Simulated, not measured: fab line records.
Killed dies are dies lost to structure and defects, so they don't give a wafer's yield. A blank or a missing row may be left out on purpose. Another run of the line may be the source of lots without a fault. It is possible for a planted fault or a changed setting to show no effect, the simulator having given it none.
fab line records -- flow sky130
[record] lots = 6, wafers = 18, last-day = 50
route steps=708 shown LDD_HVP@288 LDD_LDN@289 PAD_OPEN@708
lots that met no fault: taken from a fault-free run of the same line
start-h: the number of hours between the record's first day and the start of the first shown wafer of the lot -- wait-h: hours since the lot's step before -- " the same as in the row above -- L1.1+2: several wafers, shown together as one row -- - no value, or no start given -- * or withheld: withheld -- < > ~ a bound
route shown NAME@n: a module of which the file shows steps, and the number in the route of the first -- usual: mean and standard deviation over wafers with no fault -- same: alike in all rows -- chamber/n: place in a boat -- sites: per-site readings -- _std_site: the values' standard deviation -- _edge_site: inner sites' mean taken away from outer sites' mean -- radius-mm: how far each site lies from the wafer's centre -- mask NAME#n: copy n -- behind: the tool/chamber that last shaped the wafer -- hold: cause of the lot's hold/its duration in hours/its outcome -- device: the transistor (n, p or np) that didn't switch -- end of line: the route-end tests of the same wafers -- for a step that has no rows: nothing shown but its recipe -- killed: dies that structure and defects cost at the first sort, which is not the same as the wafer's yield -- map: a wafer's dies, marking killed ones x, the rest . and places with no die _
set.NAME: the setting that was run; set.NAME@STEP: the one run at that earlier step -- model.NAME: the simulator's own value behind a step, which no gauge read
certain route steps with their lots: each step a table, each wafer a row
services: from which hour (start-h, from the record's first day; less than 0 if before it) a tool's chamber was out of use, for how many hours, and why
[[steps]]
[step SKY_LDD_HVP_TW_MEAS_10]
[usual] LDD_HVP_TW = 458/3.9
lot.wafer,tool,chamber,start-h,wait-h,LDD_HVP_TW
L714.1,film-metro-04,-,521.53,0.1,458
L714.2,film-metro-04,-,521.53,0.1,457
L714.6,film-metro-04,-,521.53,0.1,458
L716.2,film-metro-01,-,539.85,0.1,455
L716.4,film-metro-01,-,539.85,0.1,451
L716.5,film-metro-01,-,539.85,0.1,457
L721.1,film-metro-03,-,572.52,0.1,461
L721.4,film-metro-03,-,572.52,0.1,459
L721.6,film-metro-03,-,572.52,0.1,458
L731.1,film-metro-03,-,657.22,0.1,461
L731.2,film-metro-03,-,657.22,0.1,462
L731.6,film-metro-03,-,657.22,0.1,463
L732.2,film-metro-03,-,661.43,0.1,462
L732.4,film-metro-03,-,661.43,0.1,463
L732.5,film-metro-03,-,661.43,0.1,465
L734.2,film-metro-03,-,674.03,0.1,458
L734.3,film-metro-03,-,674.03,0.1,458
L734.5,film-metro-03,-,674.03,0.1,459
[step SKY_LDD_LDN_DEHYDRATE_00]
[recipe] temp-c = 200, time-s = 60
[step SKY_LDD_LDN_HMDS_01]
[recipe] prime-time-s = 60, prime-temp-c = 120
[step SKY_LDD_LDN_COAT_02]
[recipe] resist = NOVOLAK, spin-rpm = 3000, resist-thk-nm = 1140
[step SKY_LDD_LDN_SOFTBAKE_03]
[recipe] temp-c = 90, time-s = 60, resist = NOVOLAK
[step SKY_LDD_LDN_EXPOSE_04]
[recipe] mask-id = LDNTM, na = 0.6, source-shape = conventional, sigma-outer = 0.6, polarization = unpolarized, target-cd-nm = 700, dose-mj = 140
[step SKY_LDD_LDN_PEB_05]
[recipe] temp-c = withheld, time-s = *, resist = NOVOLAK
[step SKY_LDD_LDN_DEVELOP_06]
[recipe] resist = NOVOLAK, developer = TMAH, develop-time-s = 60, dev-temp-c = 23
[step SKY_LDD_LDN_OVL_MEAS_07]
[usual] LDD_LDN_OVL = 0.0/1.7
lot.wafer,tool,chamber,start-h,wait-h,LDD_LDN_OVL[nm]
L714.1,overlay-02,-,551.62,0.1,3.6
L714.2,overlay-02,-,551.62,0.1,2.5
L714.6,overlay-02,-,551.62,0.1,2.3
L716.2,overlay-02,-,569.19,0.1,-0.1
L716.4,overlay-02,-,569.19,0.1,0.2
L716.5,overlay-02,-,569.19,0.1,1.9
L721.1,overlay-02,-,601.11,0.1,-2.4
L721.4,overlay-02,-,601.11,0.1,-0.8
L721.6,overlay-02,-,601.11,0.1,0.6
L731.1,overlay-02,-,685.12,0.1,-3.0
L731.2,overlay-02,-,685.12,0.1,-1.5
L731.6,overlay-02,-,685.12,0.1,-3.3
L732.2,overlay-01,-,689.68,0.1,1.6
L732.4,overlay-01,-,689.68,0.1,2.5
L732.5,overlay-01,-,689.68,0.1,1.3
L734.2,overlay-02,-,702.19,0.1,0.4
L734.3,overlay-02,-,702.19,0.1,2.1
L734.5,overlay-02,-,702.19,0.1,0.3
[step SKY_LDD_LDN_IMPLANT_08]
[recipe] species = As, energy-kev = 15, dose-cm2 = 1.25e+13, tilt-deg = withheld, rotation-deg = 23
[step SKY_LDD_LDN_IMPLANT_09]
[recipe] species = As, energy-kev = 15, dose-cm2 = 1.25e+13, tilt-deg = withheld, rotation-deg = 113
[step SKY_LDD_LDN_IMPLANT_10]
[recipe] species = As, energy-kev = 15, dose-cm2 = 1.25e+13, tilt-deg = withheld, rotation-deg = 203
[step SKY_LDD_LDN_IMPLANT_11]
[recipe] species = As, energy-kev = 15, dose-cm2 = 1.25e+13, tilt-deg = withheld, rotation-deg = 293
[usual] beam-energy-keV = 15.000/0.0048
lot.wafer,tool,chamber,start-h,wait-h,beam-energy-keV,model.implant.rp-nm,model.implant.drp-nm
L714.1,implanter-01,0,552.11,0.1,15.002,12.56,5.933
L714.2,implanter-01,0,552.11,0.1,15.002,12.56,5.933
L714.6,implanter-01,0,552.11,0.1,15.004,12.56,5.933
L716.2,implanter-04,0,569.70,0.1,15.001,12.52,5.933
L716.4,implanter-04,0,569.70,0.1,15.004,12.52,5.933
L716.5,implanter-04,0,569.70,0.1,14.993,12.52,5.933
L721.1,implanter-01,0,601.59,0.1,15.002,12.74,5.933
L721.4,implanter-01,0,601.59,0.1,15.002,12.74,5.933
L721.6,implanter-01,0,601.59,0.1,15.001,12.74,5.933
L731.1,implanter-01,0,685.61,0.1,19.110,15.54,6.987
L731.2,implanter-01,0,685.61,0.1,19.109,15.54,6.987
L731.6,implanter-01,0,685.61,0.1,19.111,15.54,6.987
L732.2,implanter-01,0,690.18,0.1,19.105,15.58,6.987
L732.4,implanter-01,0,690.18,0.1,19.105,15.58,6.987
L732.5,implanter-01,0,690.18,0.1,19.106,15.58,6.987
L734.2,implanter-04,0,702.70,0.1,15.001,12.84,5.933
L734.3,implanter-04,0,702.70,0.1,15.002,12.84,5.933
L734.5,implanter-04,0,702.70,0.1,15.008,12.84,5.933
[step SKY_LDD_LDN_STRIP_12]
[recipe] chemistry = O2/N2, power-w = 1400, pressure-mtorr = 1500, platen-temp-c = withheld, o2-flow-sccm = 3000, n2-flow-sccm = 300, overash-fraction = 0.5
[usual] drypump-motor-current-A = 6.07/0.2, o2-flow-sccm = 2999/9, oes-product-au = 0.715/0.0046, strip-time-to-endpoint-s = 14.17/0.05
[same] overash-fraction = 0.5
lot.wafer,tool,chamber,start-h,wait-h,drypump-motor-current-A,o2-flow-sccm,oes-product-au,rf-hours-counter-h,strip-time-to-endpoint-s
L714.1,plasma-asher-04,1,552.26,0.1,5.65,3000,0.710,44,14.18
L714.2,plasma-asher-04,0,552.26,0.1,6.07,3019,0.722,44,14.22
L714.6,plasma-asher-04,0,552.26,0.1,6.05,3001,0.708,-,14.23
L716.2,plasma-asher-01,1,569.82,0.1,6.26,2998,0.715,72,14.20
L716.4,plasma-asher-01,1,569.82,0.1,6.23,3003,0.720,-,14.23
L716.5,plasma-asher-01,1,569.82,0.1,6.24,3005,0.719,-,14.15
L721.1,plasma-asher-01,0,601.74,0.1,6.18,3006,0.713,75,14.16
L721.4,plasma-asher-01,0,601.74,0.1,6.17,2990,0.718,-,14.19
L721.6,plasma-asher-01,0,601.74,0.1,6.15,2997,0.712,-,14.17
L731.1,plasma-asher-01,0,685.76,0.1,6.15,2998,0.712,84,14.21
L731.2,plasma-asher-01,1,685.76,0.1,6.21,2995,0.719,84,14.22
L731.6,plasma-asher-01,0,685.76,0.1,6.18,3000,0.720,-,14.23
L732.2,plasma-asher-02,1,690.31,0.1,6.23,2991,0.715,102,14.18
L732.4,plasma-asher-02,0,690.31,0.1,5.99,3009,0.715,-,14.16
L732.5,plasma-asher-02,1,690.31,0.1,6.24,2995,0.713,-,14.17
L734.2,plasma-asher-02,1,702.82,0.1,6.24,2984,0.721,103,14.24
L734.3,plasma-asher-02,1,702.82,0.1,6.23,2995,0.706,-,14.26
L734.5,plasma-asher-02,1,702.82,0.1,6.25,2988,0.721,-,14.27
[step SKY_PAD_OPEN_PROBE_99]
[usual] killed_at_M0_to_M3 = 42/6.1, killed_at_M4_up = 3.1/1.7, killed-at-contacts = 24/5.5, killed-at-front-end = 16/4.1, killed-at-other = 0.3/0.57, killed-dies = 86/8.2, killed-open = 47/6.8, killed-short = 38/5.8
[same] gross-dies = 492, killed-at-back-side = 0
lot.wafer,tool,chamber,start-h,wait-h,killed_at_M0_to_M3,killed_at_M4_up,killed-at-contacts,killed-at-front-end,killed-at-other,killed-dies,killed-open,killed-short,model.etest.tip-sonos.rs-ohm-sq
L714.1,prober-02,-,1092.71,0.1,51,0,23,14,0,88,60,28,2737
L714.2,prober-02,-,1092.76,0.1,43,3,21,18,0,85,44,41,2746
L714.6,prober-02,-,1092.96,0.2,48,1,22,10,0,81,40,41,2702
L716.2,prober-02,-,1106.33,0.1,43,4,23,18,0,88,51,36,2747
L716.4,prober-02,-,1106.43,0.2,41,4,15,14,0,74,42,32,2770
L716.5,prober-02,-,1106.48,0.2,39,2,28,13,0,82,48,33,2727
L721.1,prober-01,-,1127.99,0.1,49,5,39,7,0,100,61,37,2585
L721.4,prober-01,-,1128.14,0.2,32,3,25,22,0,82,39,43,2590
L721.6,prober-01,-,1128.24,0.2,42,1,23,12,1,79,39,37,2548
L731.1,prober-01,-,1179.39,0.1,44,4,15,19,0,82,54,28,2524
L731.2,prober-01,-,1179.44,0.1,48,3,31,17,0,99,43,56,2501
L731.6,prober-01,-,1179.64,0.2,40,1,29,13,0,83,47,36,2503
L732.2,prober-02,-,1182.26,0.1,46,1,26,24,1,98,60,37,2474
L732.4,prober-02,-,1182.36,0.2,44,1,24,18,2,89,51,36,2502
L732.5,prober-02,-,1182.41,0.2,45,3,28,14,1,91,48,42,2446
L734.2,prober-02,-,1192.69,0.1,39,5,32,13,0,89,52,37,2599
L734.3,prober-02,-,1192.74,0.2,39,4,26,19,1,89,41,47,2599
L734.5,prober-02,-,1192.84,0.2,46,0,29,11,0,86,43,43,2702
// killed by level:class
L714.1 VIA1:geometric-particle:open=15 VIA2:geometric-particle:open=12 LI_CONTACT:geometric-particle:open=9 CONTACT:geometric-particle:open=7 POLY_GATE:geometric-particle:open=5 VIA3:geometric-particle:open=5 METAL2:geometric-particle:short=5 LOCAL_INTERCONNECT:geometric-particle:short=4
L714.2 VIA1:geometric-particle:open=12 VIA2:geometric-particle:open=7 METAL2:geometric-particle:short=7 POLY_GATE:geometric-particle:short=6 LI_CONTACT:geometric-particle:open=6 VIA3:geometric-particle:open=6 CONTACT:geometric-particle:open=5 FIELD_ISO:geometric-particle:open=4
L714.6 VIA1:geometric-particle:open=9 METAL3:geometric-particle:short=8 CONTACT:geometric-particle:open=7 VIA2:geometric-particle:open=7 LI_CONTACT:geometric-particle:open=6 VIA1:geometric-particle:short=6 METAL2:geometric-particle:short=5 CONTACT:geometric-particle:short=4
L716.2 CONTACT:geometric-particle:open=11 VIA1:geometric-particle:open=10 VIA3:geometric-particle:open=8 METAL3:geometric-particle:short=6 FIELD_ISO:geometric-particle:open=5 LI_CONTACT:geometric-particle:short=5 LI_CONTACT:geometric-particle:open=5 VIA2:geometric-particle:open=5
L716.4 VIA1:geometric-particle:open=8 VIA1:geometric-particle:short=7 FIELD_ISO:geometric-particle:short=6 VIA2:geometric-particle:open=6 VIA3:geometric-particle:open=5 CONTACT:geometric-particle:open=5 LI_CONTACT:geometric-particle:open=4 FIELD_ISO:geometric-particle:open=3
L716.5 CONTACT:geometric-particle:open=14 VIA2:geometric-particle:open=8 CONTACT:geometric-particle:short=8 VIA3:geometric-particle:open=7 FIELD_ISO:geometric-particle:open=5 LI_CONTACT:geometric-particle:open=5 VIA1:geometric-particle:open=5 VIA1:geometric-particle:short=5
L721.1 CONTACT:geometric-particle:open=20 VIA1:geometric-particle:open=9 VIA2:geometric-particle:open=8 LI_CONTACT:geometric-particle:open=7 CONTACT:geometric-particle:short=7 METAL1:geometric-particle:short=6 METAL2:geometric-particle:short=6 VIA3:geometric-particle:open=6
L721.4 VIA1:geometric-particle:open=8 FIELD_ISO:geometric-particle:open=7 POLY_GATE:geometric-particle:short=7 CONTACT:geometric-particle:open=7 LI_CONTACT:geometric-particle:open=6 FIELD_ISO:geometric-particle:short=5 LOCAL_INTERCONNECT:geometric-particle:short=5 CONTACT:geometric-particle:short=5
L721.6 VIA3:geometric-particle:short=8 CONTACT:geometric-particle:open=7 VIA1:geometric-particle:open=7 METAL2:geometric-particle:short=6 POLY_GATE:geometric-particle:open=5 METAL1:geometric-particle:short=5 VIA3:geometric-particle:open=5 FIELD_ISO:geometric-particle:open=4
L731.1 VIA1:geometric-particle:open=10 VIA2:geometric-particle:open=8 CONTACT:geometric-particle:open=7 POLY_GATE:geometric-particle:open=6 METAL1:geometric-particle:short=6 VIA3:geometric-particle:open=6 LI_CONTACT:geometric-particle:open=4 POLY_GATE:geometric-particle:short=3
L731.2 VIA1:geometric-particle:open=12 VIA1:geometric-particle:short=11 LI_CONTACT:geometric-particle:open=7 LI_CONTACT:geometric-particle:short=7 METAL2:geometric-particle:short=7 CONTACT:geometric-particle:open=7 LOCAL_INTERCONNECT:geometric-particle:short=6 FIELD_ISO:geometric-particle:short=5
L731.6 CONTACT:geometric-particle:open=11 VIA1:geometric-particle:open=10 LI_CONTACT:geometric-particle:open=8 METAL1:geometric-particle:short=6 CONTACT:geometric-particle:short=6 VIA3:geometric-particle:open=6 VIA1:geometric-particle:short=5 METAL2:geometric-particle:short=4
L732.2 CONTACT:geometric-particle:open=10 VIA2:geometric-particle:open=10 VIA3:geometric-particle:open=9 CONTACT:geometric-particle:short=8 VIA1:geometric-particle:open=8 METAL1:geometric-particle:short=8 POLY_GATE:geometric-particle:open=7 LI_CONTACT:geometric-particle:open=6
L732.4 CONTACT:geometric-particle:open=13 VIA1:geometric-particle:short=6 POLY_GATE:geometric-particle:open=6 VIA1:geometric-particle:open=5 METAL3:geometric-particle:short=5 VIA3:geometric-particle:open=5 CONTACT:geometric-particle:short=4 METAL1:geometric-particle:open=4
L732.5 LI_CONTACT:geometric-particle:open=11 METAL1:geometric-particle:short=9 VIA3:geometric-particle:open=8 VIA1:geometric-particle:open=7 CONTACT:geometric-particle:open=6 VIA2:geometric-particle:open=6 FIELD_ISO:geometric-particle:open=5 LI_CONTACT:geometric-particle:short=4
L734.2 CONTACT:geometric-particle:open=18 VIA1:geometric-particle:open=9 FIELD_ISO:geometric-particle:open=7 METAL2:geometric-particle:short=6 METAL1:geometric-particle:short=6 LI_CONTACT:geometric-particle:open=5 LOCAL_INTERCONNECT:geometric-particle:short=5 VIA3:geometric-particle:short=5
L734.3 VIA1:geometric-particle:open=11 VIA1:geometric-particle:short=10 CONTACT:geometric-particle:open=8 CONTACT:geometric-particle:short=7 LI_CONTACT:geometric-particle:open=6 METAL1:geometric-particle:short=5 POLY_GATE:geometric-particle:open=4 POLY_GATE:geometric-particle:short=4
L734.5 VIA1:geometric-particle:open=11 LI_CONTACT:geometric-particle:open=10 CONTACT:geometric-particle:open=8 METAL2:geometric-particle:short=7 VIA2:geometric-particle:short=6 VIA3:geometric-particle:open=5 LI_CONTACT:geometric-particle:short=4 LOCAL_INTERCONNECT:geometric-particle:short=4
[[services]]
tool,chamber,start-h,hours,kind
plasma-asher-04,-,574.13,7.3,pm
plasma-asher-02,-,583.73,2.8,pm
implanter-04,-,591.47,3.6,repair
implanter-04,-,596.38,0.8,repair
implanter-01,-,614.78,2.6,repair
implanter-01,-,673.60,2.6,repair
[[key]]
[first-sign] step = SKY_LDD_LDN_IMPLANT_11, reading = beam-energy-keV, direction = up, sigmas = 99+, usual = *, struck = *
effect none on later readings
[model-effect] step = SKY_LDD_LDN_IMPLANT_11, value = implant.rp-nm, without = 13.1, struck = 15.56
[model-effect] step = SKY_PAD_OPEN_PROBE_99, value = etest.tip-sonos.rs-ohm-sq, without = 2693, struck = 2492
met-at SKY_LDD_LDN_IMPLANT_11
struck-wafers L731.1,L731.2,L731.6,L732.2,L732.4,L732.5
tester-left-out L731,L732
onset-between 601.59 685.61
[fault] kind = process-parameter-drift, tool = implanter-01, chamber = -, onset-h = 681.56, steps = SKY_LDD_LDN_IMPLANT_11, channel = energy-kev, offset = *, shape = step, end-h = 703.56, acts-in = *, stated = *
// tester-left-out: of these lots the tester's yield and bins aren't shown, on N5 and GAA mostly nor the transistor test; their killed dies are dies lost to structure and defects alone, not to doping, threshold or leakage, so they don't give the yield
